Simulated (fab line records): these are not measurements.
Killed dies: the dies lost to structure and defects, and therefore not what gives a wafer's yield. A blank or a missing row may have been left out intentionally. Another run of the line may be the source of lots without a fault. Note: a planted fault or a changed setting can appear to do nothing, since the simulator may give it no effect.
fab line records ; flow sky130
record: lots: 11; wafers: 33; lastDay: 50
route steps=708 shown VIA3@593 METAL4@631 METAL5@680 PAD_OPEN@708
lots with no fault: from the same line, run without faults
startH: start of the lot's first displayed wafer, in hours after the record's first day ; waitH: hours from the lot's prior step to this one ; " as in the row above ; L1.1+2: a row that stands for several wafers ; - value missing, or start not given ; * or withheld: withheld ; < > ~ a bound
route shown NAME@n: NAME is a module with steps in the file, n the number in the route of the first one ; usual: mean and standard deviation over wafers with no fault ; same: alike in all rows ; chamber/n: place in a boat ; sites: each site's reading ; _std_site: standard deviation of those values ; _edge_site: inner sites' mean taken away from outer sites' mean ; radiusMm: how far each site lies from the wafer's centre ; mask NAME#n: copy n ; behind: the tool/chamber that last shaped the wafer ; hold: cause of the lot's hold/its duration in hours/its outcome ; device: whichever transistor did not switch (one of n, p or np) ; end of line: tests run on the same wafers once the route is complete ; step lacking rows: just its recipe ; killed: at the first sort, the dies lost to defects and structure; wafer yield is something else ; map: dies across one wafer; x = killed, . = not, _ = none there
set.NAME: the setting the step ran with; set.NAME@STEP: the setting that earlier step ran with ; model.NAME: the simulator's own value behind a step, which no gauge read
steps of the route over a sample of lots; a table a step, a row a wafer
services: a tool's chamber out of use, with start hour (startH, from the record's first day; less than 0 if before it), hours out, and reason
== steps ==
step: SKY_VIA3_SPUTTER_20
recipe: material: TiN; targetThkNm: 20; chamberPressurePa: 5; powerW: 4000; timeS: 80
usual: chamberPressurePa: 4.999/0.01; throttleValvePct: 29.5/0.99
lot.wafer;tool;chamber;startH;waitH;chamberPressurePa;throttleValvePct
L532.1;pvdSputter-01;-;924.46;0.0;4.995;29.3
L532.2;pvdSputter-01;-;924.46;0.0;4.999;27.6
L532.5;pvdSputter-01;-;924.46;0.0;4.988;29.4
L537.1;pvdSputter-04;-;966.45;0.0;4.993;31.4
L537.2;pvdSputter-04;-;966.45;0.0;5.001;28.6
L537.4;pvdSputter-04;-;966.45;0.0;4.999;29.2
L545.1;pvdSputter-04;-;1023.15;0.0;4.995;29.5
L545.2;pvdSputter-04;-;1023.15;0.0;5.003;29.4
L545.4;pvdSputter-04;-;1023.15;0.0;5.000;31.3
L546.4;pvdSputter-02;-;1027.88;0.0;4.992;29.5
L546.5;pvdSputter-02;-;1027.88;0.0;4.982;30.4
L546.6;pvdSputter-02;-;1027.88;0.0;5.000;29.6
L548.3;pvdSputter-01;-;1041.66;0.0;5.012;29.8
L548.4;pvdSputter-01;-;1041.66;0.0;5.008;27.6
L548.5;pvdSputter-01;-;1041.66;0.0;4.976;27.3
L549.3;pvdSputter-02;-;1054.25;0.0;5.001;30.4
L549.4;pvdSputter-02;-;1054.25;0.0;5.005;29.6
L549.5;pvdSputter-02;-;1054.25;0.0;5.000;30.5
L550.1;pvdSputter-01;-;1056.16;0.0;5.010;29.6
L550.4;pvdSputter-01;-;1056.16;0.0;4.999;29.1
L550.6;pvdSputter-01;-;1056.16;0.0;5.013;29.1
L551.1;pvdSputter-04;-;1057.10;0.0;4.994;29.5
L551.3;pvdSputter-04;-;1057.10;0.0;4.980;29.2
L551.6;pvdSputter-04;-;1057.10;0.0;4.985;29.3
L555.2;pvdSputter-02;-;1091.27;0.0;4.994;29.3
L555.3;pvdSputter-02;-;1091.27;0.0;5.007;30.3
L555.5;pvdSputter-02;-;1091.27;0.0;5.007;29.3
L554.1;pvdSputter-02;-;1093.75;0.0;5.000;29.4
L554.2;pvdSputter-02;-;1093.75;0.0;5.001;30.4
L554.6;pvdSputter-02;-;1093.75;0.0;5.009;30.6
L553.2;pvdSputter-04;-;1098.77;0.0;5.001;31.1
L553.4;pvdSputter-04;-;1098.77;0.0;5.008;29.4
L553.6;pvdSputter-04;-;1098.77;0.0;4.979;29.2
step: SKY_METAL4_DESCUM_15
recipe: chemistry: O2; sourcePowerW: 150; biasPowerW: 0; pressureMtorr: 10; tempC: 40; timeS: 8
usual: chamberPressureMTorr: 10.001/0.0085; drypumpMotorCurrentA: 5.9/0.43; oesProductAu: 1.000/0.015
lot.wafer;tool;chamber;startH;waitH;chamberPressureMTorr;drypumpMotorCurrentA;oesProductAu;rfHoursCounterH
L532.1;rieMetal-01;1;975.21;0.0;10.003;6.5;1.016;11
L532.2;rieMetal-01;0;975.21;0.0;10.006;5.2;0.987;7
L532.5;rieMetal-01;0;975.21;0.0;10.017;5.2;0.983;-
L537.1;rieMetal-02;0;1015.06;0.0;10.000;5.9;1.002;16
L537.2;rieMetal-02;1;1015.06;0.0;10.004;6.1;0.965;14
L537.4;rieMetal-02;0;1015.06;0.0;9.997;5.9;1.005;-
L545.1;rieMetal-04;1;1068.49;0.0;10.001;5.5;1.007;6
L545.2;rieMetal-04;0;1068.49;0.0;9.995;6.1;1.011;18
L545.4;rieMetal-04;0;1068.49;0.0;10.013;6.1;1.000;-
L546.4;rieMetal-04;0;1073.22;0.0;9.985;6.1;1.007;-
L546.5;rieMetal-04;1;1073.22;0.0;9.995;5.5;1.014;-
L546.6;rieMetal-04;0;1073.22;0.0;10.009;6.1;1.005;-
L548.3;rieMetal-01;1;1086.55;0.0;9.996;6.5;1.001;-
L548.4;rieMetal-01;0;1086.55;0.0;10.002;5.2;0.983;-
L548.5;rieMetal-01;0;1086.55;0.0;9.989;5.2;0.977;-
L549.3;rieMetal-04;0;1098.07;0.0;9.999;6.1;1.008;-
L549.4;rieMetal-04;1;1098.07;0.0;9.989;5.5;1.016;-
L549.5;rieMetal-04;1;1098.07;0.0;10.001;5.5;1.010;-
L550.1;rieMetal-01;1;1099.06;0.0;9.999;6.5;1.000;21
L550.4;rieMetal-01;1;1099.06;0.0;10.009;6.4;1.008;-
L550.6;rieMetal-01;1;1099.06;0.0;10.007;6.5;1.009;-
L551.1;rieMetal-04;0;1101.06;0.0;10.007;6.1;1.003;21
L551.3;rieMetal-04;1;1101.06;0.0;9.996;5.5;1.018;-
L551.6;rieMetal-04;1;1101.06;0.0;9.996;5.5;1.017;-
L555.2;rieMetal-01;0;1132.76;0.0;10.004;5.2;0.996;18
L555.3;rieMetal-01;1;1132.76;0.0;10.006;6.5;0.994;-
L555.5;rieMetal-01;1;1132.76;0.0;10.012;6.5;0.999;-
L554.1;rieMetal-01;1;1135.71;0.0;10.008;6.5;0.993;25
L554.2;rieMetal-01;0;1135.71;0.0;9.993;5.1;0.990;18
L554.6;rieMetal-01;0;1135.71;0.0;10.001;5.2;0.983;-
L553.2;rieMetal-01;0;1139.29;0.0;9.998;5.2;0.992;19
L553.4;rieMetal-01;0;1139.29;0.0;10.007;5.1;0.995;-
L553.6;rieMetal-01;1;1139.29;0.0;10.000;6.4;0.997;-
step: SKY_METAL4_METAL_ETCH_18
recipe: targetDepthA: 8450; stopOn: SiO2; overEtchFrac: 0.3; timeS: 183.1; chemistry: Cl2/BCl3; resistSidewallDeg: 88; pressureMtorr: 10; icpW: 900; biasW: 48.5; Cl2_flow_sccm: 60; bcl3FlowSccm: 30
usual: chamberPressureMTorr: 9.999/0.0085; drypumpMotorCurrentA: 5.9/0.45; mfcCl2Sccm: 60.01/0.19; oesProductAu: 0.863/0.0058; throttleValvePct: 22.265/0.0091
lot.wafer;tool;chamber;startH;waitH;chamberPressureMTorr;drypumpMotorCurrentA;mfcCl2Sccm;oesProductAu;rfHoursCounterH;throttleValvePct
L532.1;rieMetal-04;0;975.36;0.0;9.998;6.1;59.78;0.864;13;22.254
L532.2;rieMetal-04;1;975.36;0.0;10.000;5.5;60.34;0.863;1;22.282
L532.5;rieMetal-04;0;975.36;0.0;10.013;6.1;60.07;0.862;-;22.266
L537.1;rieMetal-01;1;1015.21;0.0;9.987;6.5;59.92;0.863;14;22.273
L537.2;rieMetal-01;0;1015.21;0.0;10.011;5.1;60.22;0.861;9;22.276
L537.4;rieMetal-01;0;1015.21;0.0;10.000;5.2;60.15;0.855;-;22.264
L545.1;rieMetal-01;1;1068.64;0.0;10.004;6.6;59.99;0.868;18;22.267
L545.2;rieMetal-01;0;1068.64;0.0;9.999;5.2;59.93;0.868;14;22.258
L545.4;rieMetal-01;0;1068.64;0.0;9.996;5.2;60.34;0.861;-;22.279
L546.4;rieMetal-01;1;1073.42;0.1;9.999;6.5;59.76;0.857;-;22.274
L546.5;rieMetal-01;0;1073.42;0.1;9.999;5.2;60.12;0.861;-;22.290
L546.6;rieMetal-01;1;1073.42;0.1;9.990;6.4;59.65;0.864;-;22.281
L548.3;rieMetal-02;1;1086.74;0.1;9.996;6.1;59.62;0.872;-;22.257
L548.4;rieMetal-02;0;1086.74;0.1;9.993;5.9;59.90;0.871;-;22.270
L548.5;rieMetal-02;0;1086.74;0.1;9.984;5.9;59.74;0.865;-;22.258
L549.3;rieMetal-02;1;1098.27;0.1;10.002;6.1;59.91;0.869;-;22.248
L549.4;rieMetal-02;0;1098.27;0.1;10.003;5.9;59.86;0.867;-;22.252
L549.5;rieMetal-02;1;1098.27;0.1;9.991;6.1;60.10;0.853;-;22.253
L550.1;rieMetal-02;1;1099.34;0.0;10.005;6.1;60.09;0.850;19;22.267
L550.4;rieMetal-02;0;1099.34;0.0;10.009;5.9;59.96;0.867;-;22.275
L550.6;rieMetal-02;0;1099.34;0.0;9.991;5.9;60.28;0.852;-;22.264
L551.1;rieMetal-02;1;1101.21;0.0;10.000;6.1;59.93;0.865;20;22.266
L551.3;rieMetal-02;0;1101.21;0.0;10.007;5.9;59.95;0.864;-;22.258
L551.6;rieMetal-02;1;1101.21;0.0;10.010;6.1;60.05;0.858;-;22.266
L555.2;rieMetal-04;0;1132.91;0.0;10.000;6.1;59.92;0.869;23;22.275
L555.3;rieMetal-04;0;1132.91;0.0;10.012;6.1;60.00;0.871;-;22.254
L555.5;rieMetal-04;0;1132.91;0.0;10.009;6.1;59.69;0.874;-;22.247
L554.1;rieMetal-04;1;1135.86;0.0;9.997;5.5;60.19;0.868;10;22.269
L554.2;rieMetal-04;0;1135.86;0.0;9.997;6.1;59.97;0.869;24;22.268
L554.6;rieMetal-04;1;1135.86;0.0;10.008;5.5;60.32;0.869;-;22.275
L553.2;rieMetal-02;1;1139.44;0.0;10.000;6.1;59.89;0.857;22;22.288
L553.4;rieMetal-02;1;1139.44;0.0;10.021;6.1;60.08;0.866;-;22.266
L553.6;rieMetal-02;0;1139.44;0.0;9.998;5.9;60.47;0.869;-;22.280
step: SKY_METAL5_CLEAN_19
recipe: chemistry: O3/DIW; dry: n2Spin
lot.wafer;tool;chamber;startH;waitH
L532.1+2+5;wetBench-03;1;1025.50;0.0
L537.1+2+4;wetBench-03;0;1062.09;0.0
L545.1+2+4;wetBench-01;3;1113.18;0.0
L546.4+5+6;wetBench-01;0;1117.55;0.0
L548.3+4+5;wetBench-02;1;1130.43;0.0
L549.3+4+5;wetBench-02;2;1139.93;0.0
L550.1+4+6;wetBench-01;0;1142.05;0.0
L551.1+3+6;wetBench-03;3;1143.82;0.0
L555.2+3+5;wetBench-01;0;1171.91;0.0
L554.1+2+6;wetBench-02;3;1174.56;0.0
L553.2+4+6;wetBench-03;1;1177.94;0.0
step: SKY_PAD_OPEN_PROBE_99
usual: defectLimitedYield: 82.8/2.1; killed_at_M0_to_M3: 42/6.6; killed_at_M4_up: 3.1/1.9; killedAtContacts: 24/5.6; killedAtFrontEnd: 15/4.8; killedAtOther: 0.3/0.48; killedDies: 84/10; killedOpen: 47/6.8; killedShort: 37/6.8; sort_bin_3_pad_short: 0.9/0.48; sort_bin_5_function: 10.1/1.4; sort_bin_6_memory: 6.2/1.2; sortNPass: 408/10; sortYieldPct: 82.8/2.1
same: grossDies: 492; killedAtBackSide: 0; sort_bin_4_leakage[%]: 0; sort_bin_8_speed[%]: 0
lot.wafer;tool;chamber;startH;waitH;defectLimitedYield[%];killed_at_M0_to_M3;killed_at_M4_up;killedAtContacts;killedAtFrontEnd;killedAtOther;killedDies;killedOpen;killedShort;sort_bin_3_pad_short[%];sort_bin_5_function[%];sort_bin_6_memory[%];sortNPass;sortYieldPct[%]
L537.1;prober-02;-;1106.63;0.1;72.8;45;54;17;18;0;134;49;34;2.8;18.3;6.1;358;72.8
L537.2;prober-02;-;1106.68;0.1;77.2;25;56;23;8;0;112;40;19;2.6;14.2;5.9;380;77.2
L537.4;prober-02;-;1106.78;0.2;73.4;37;56;22;16;0;131;40;38;3.3;15.2;8.1;361;73.4
L546.4;prober-01;-;1157.61;0.2;82.3;46;2;26;13;0;87;48;39;1.4;10.0;6.3;405;82.3
L546.5;prober-01;-;1157.66;0.2;83.9;43;0;29;7;0;79;44;35;0.6;10.0;5.5;413;83.9
L546.6;prober-01;-;1157.71;0.2;84.1;31;4;25;18;0;78;52;26;0.4;10.2;5.3;414;84.1
L548.3;prober-01;-;1168.59;0.2;83.1;47;2;22;11;1;83;48;35;0.6;9.6;6.7;409;83.1
L548.4;prober-01;-;1168.64;0.2;83.3;49;3;18;12;0;82;44;38;1.8;8.9;5.9;410;83.3
L548.5;prober-01;-;1168.69;0.2;82.7;53;1;18;13;0;85;45;40;0.6;11.2;5.5;407;82.7
L551.1;prober-02;-;1181.44;0.1;87.6;28;4;21;8;0;61;27;34;1.0;6.7;4.7;431;87.6
L551.3;prober-02;-;1181.54;0.2;84.1;31;3;29;14;1;78;45;33;0.8;10.6;4.5;414;84.1
L551.6;prober-02;-;1181.69;0.2;83.3;30;6;31;15;0;82;47;35;0.6;10.2;5.9;410;83.3
L554.1;prober-01;-;1205.10;0.1;78.7;54;4;25;21;1;105;47;58;1.0;13.0;7.3;387;78.7
L554.2;prober-01;-;1205.15;0.1;78.3;58;3;35;11;0;107;59;47;2.0;11.6;8.1;385;78.3
L554.6;prober-01;-;1205.35;0.2;83.3;39;5;23;15;0;82;48;34;0.2;10.4;6.1;410;83.3
L553.2;prober-01;-;1209.35;0.1;81.7;46;4;34;6;0;90;54;36;0.6;11.4;6.3;402;81.7
L553.4;prober-01;-;1209.45;0.2;84.8;47;3;8;17;0;75;39;36;1.2;8.9;5.1;417;84.8
L553.6;prober-01;-;1209.55;0.2;84.3;38;3;20;16;0;77;41;36;1.8;7.1;6.7;415;84.3
killed by level:class
L537.1 METAL5:unspecified=51 VIA1:geometricParticle:open=14 POLY_GATE:geometricParticle:open=7 VIA2:geometricParticle:open=6 LI_CONTACT:geometricParticle:open=6 LOCAL_INTERCONNECT:geometricParticle:short=5 METAL2:geometricParticle:short=5 VIA1:geometricParticle:short=4
L537.2 METAL5:unspecified=53 CONTACT:geometricParticle:open=8 VIA1:geometricParticle:open=8 LI_CONTACT:geometricParticle:open=7 METAL2:geometricParticle:short=5 VIA3:geometricParticle:open=3 SPACER:geometricParticle:open=3 METAL2:geometricParticle:open=3
L537.4 METAL5:unspecified=53 VIA1:geometricParticle:open=7 FIELD_ISO:geometricParticle:open=6 CONTACT:geometricParticle:open=6 METAL2:geometricParticle:short=6 VIA2:geometricParticle:open=6 VIA3:geometricParticle:short=6 LOCAL_INTERCONNECT:geometricParticle:short=5
L546.4 VIA1:geometricParticle:open=11 LI_CONTACT:geometricParticle:open=9 CONTACT:geometricParticle:open=8 VIA3:geometricParticle:open=7 LI_CONTACT:geometricParticle:short=6 VIA2:geometricParticle:open=6 POLY_GATE:geometricParticle:short=5 VIA1:geometricParticle:short=5
L546.5 VIA1:geometricParticle:open=12 CONTACT:geometricParticle:open=11 VIA2:geometricParticle:open=6 METAL2:geometricParticle:short=6 LI_CONTACT:geometricParticle:open=5 LOCAL_INTERCONNECT:geometricParticle:short=5 LI_CONTACT:geometricParticle:short=4 CONTACT:geometricParticle:short=4
L546.6 LI_CONTACT:geometricParticle:open=11 CONTACT:geometricParticle:open=8 POLY_GATE:geometricParticle:open=7 VIA1:geometricParticle:open=7 METAL1:geometricParticle:short=6 VIA2:geometricParticle:open=5 VIA3:geometricParticle:open=5 VIA1:geometricParticle:short=4
L548.3 VIA1:geometricParticle:open=16 CONTACT:geometricParticle:open=9 VIA2:geometricParticle:open=9 VIA3:geometricParticle:short=6 CONTACT:geometricParticle:short=5 METAL1:geometricParticle:short=5 LI_CONTACT:geometricParticle:open=4 LOCAL_INTERCONNECT:geometricParticle:short=3
L548.4 CONTACT:geometricParticle:open=10 VIA1:geometricParticle:open=8 VIA1:geometricParticle:short=8 METAL1:geometricParticle:short=7 METAL2:geometricParticle:short=7 VIA2:geometricParticle:open=6 LI_CONTACT:geometricParticle:open=4 VIA2:geometricParticle:short=4
L548.5 VIA1:geometricParticle:open=12 METAL2:geometricParticle:short=8 VIA1:geometricParticle:short=8 VIA3:geometricParticle:open=8 CONTACT:geometricParticle:open=7 POLY_GATE:geometricParticle:open=5 METAL3:geometricParticle:short=5 METAL1:geometricParticle:short=4
L551.1 VIA2:geometricParticle:short=7 METAL2:geometricParticle:short=7 LI_CONTACT:geometricParticle:open=5 CONTACT:geometricParticle:open=5 LOCAL_INTERCONNECT:geometricParticle:short=4 CONTACT:geometricParticle:short=4 LI_CONTACT:geometricParticle:short=3 VIA1:geometricParticle:open=3
L551.3 CONTACT:geometricParticle:open=10 LI_CONTACT:geometricParticle:open=8 LOCAL_INTERCONNECT:geometricParticle:short=8 VIA2:geometricParticle:open=7 VIA3:geometricParticle:open=6 METAL1:geometricParticle:short=6 FIELD_ISO:geometricParticle:open=4 VIA1:geometricParticle:open=4
L551.6 CONTACT:geometricParticle:open=17 METAL2:geometricParticle:short=7 POLY_GATE:geometricParticle:open=5 LI_CONTACT:geometricParticle:open=5 VIA1:geometricParticle:open=5 LOCAL_INTERCONNECT:geometricParticle:short=5 VIA2:geometricParticle:open=4 VIA3:geometricParticle:open=4
L554.1 VIA1:geometricParticle:open=13 METAL2:geometricParticle:short=9 CONTACT:geometricParticle:short=7 FIELD_ISO:geometricParticle:short=6 VIA3:geometricParticle:short=6 VIA1:geometricParticle:short=6 VIA3:geometricParticle:open=6 VIA2:geometricParticle:open=5
L554.2 VIA1:geometricParticle:open=15 CONTACT:geometricParticle:open=12 VIA3:geometricParticle:open=10 METAL2:geometricParticle:short=9 LI_CONTACT:geometricParticle:open=7 CONTACT:geometricParticle:short=7 VIA2:geometricParticle:open=7 LOCAL_INTERCONNECT:geometricParticle:short=5
L554.6 VIA1:geometricParticle:open=10 VIA3:geometricParticle:open=8 CONTACT:geometricParticle:open=7 LI_CONTACT:geometricParticle:open=6 POLY_GATE:geometricParticle:short=5 VIA1:geometricParticle:short=4 CONTACT:geometricParticle:short=4 VIA2:geometricParticle:short=4
L553.2 CONTACT:geometricParticle:open=14 VIA1:geometricParticle:open=14 LI_CONTACT:geometricParticle:open=6 METAL2:geometricParticle:short=6 VIA2:geometricParticle:open=5 LOCAL_INTERCONNECT:geometricParticle:short=5 VIA3:geometricParticle:open=5 CONTACT:geometricParticle:short=5
L553.4 VIA1:geometricParticle:open=8 VIA1:geometricParticle:short=8 VIA2:geometricParticle:open=7 POLY_GATE:geometricParticle:short=5 LI_CONTACT:geometricParticle:open=5 FIELD_ISO:geometricParticle:open=4 VIA3:geometricParticle:open=4 VIA3:geometricParticle:short=4
L553.6 LI_CONTACT:geometricParticle:open=9 POLY_GATE:geometricParticle:short=6 CONTACT:geometricParticle:open=6 METAL1:geometricParticle:short=6 VIA3:geometricParticle:open=6 FIELD_ISO:geometricParticle:open=5 VIA1:geometricParticle:open=5 METAL1:geometricParticle:open=4
== services ==
tool;chamber;startH;hours;kind
pvdSputter-01;-;908.64;2.2;repair
pvdSputter-02;-;927.87;0.9;repair
pvdSputter-04;2;931.12;-;consumableReplace:kit
rieMetal-04;1;932.66;-;clean
rieMetal-04;1;932.66;21.5;scheduledDown
rieMetal-04;1;932.66;21.5;ventCycle
rieMetal-01;1;938.43;16.3;repair
wetBench-03;-;972.93;2.0;repair
wetBench-01;-;976.89;1.4;repair
rieMetal-04;-;1007.21;0.1;repair
rieMetal-04;-;1016.42;0.6;repair
pvdSputter-01;-;1019.03;4.9;repair
rieMetal-01;1;1020.24;4.8;repair
pvdSputter-02;-;1031.99;18.2;repair
rieMetal-04;1;1077.22;13.2;repair
rieMetal-01;0;1089.95;14.9;repair
pvdSputter-04;-;1099.04;6.1;repair
rieMetal-04;-;1119.64;2.8;pm
rieMetal-02;-;1126.04;2.8;pm
rieMetal-02;-;1128.79;10.0;pm
pvdSputter-01;-;1144.31;2.2;repair
pvdSputter-01;-;1151.29;8.8;repair
pvdSputter-02;-;1174.96;7.9;repair
rieMetal-04;1;1177.67;2.6;repair
== key ==
firstSign: step: SKY_PAD_OPEN_PROBE_99; reading: killed_at_M4_up; direction: up; sigmas: 27; usual: 3.1; struck: 55.3
effect: step: SKY_PAD_OPEN_PROBE_99; reading: sort_bin_3_pad_short; direction: up; sigmas: 4.3; usual: 0.9; struck: 2.9
metAt SKY_METAL5_CLEAN_19
struckLots L537
struckWafers L537.1,L537.2,L537.4
notActingAt SKY_VIA3_SPUTTER_20,SKY_METAL4_DESCUM_15,SKY_METAL4_METAL_ETCH_18
fault: kind: chamberParticleSource; tool: wetBench-03; chamber: 0; onsetH: 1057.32; steps: SKY_METAL5_CLEAN_19; ratePerVisitCm2: 0.92455; endH: 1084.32
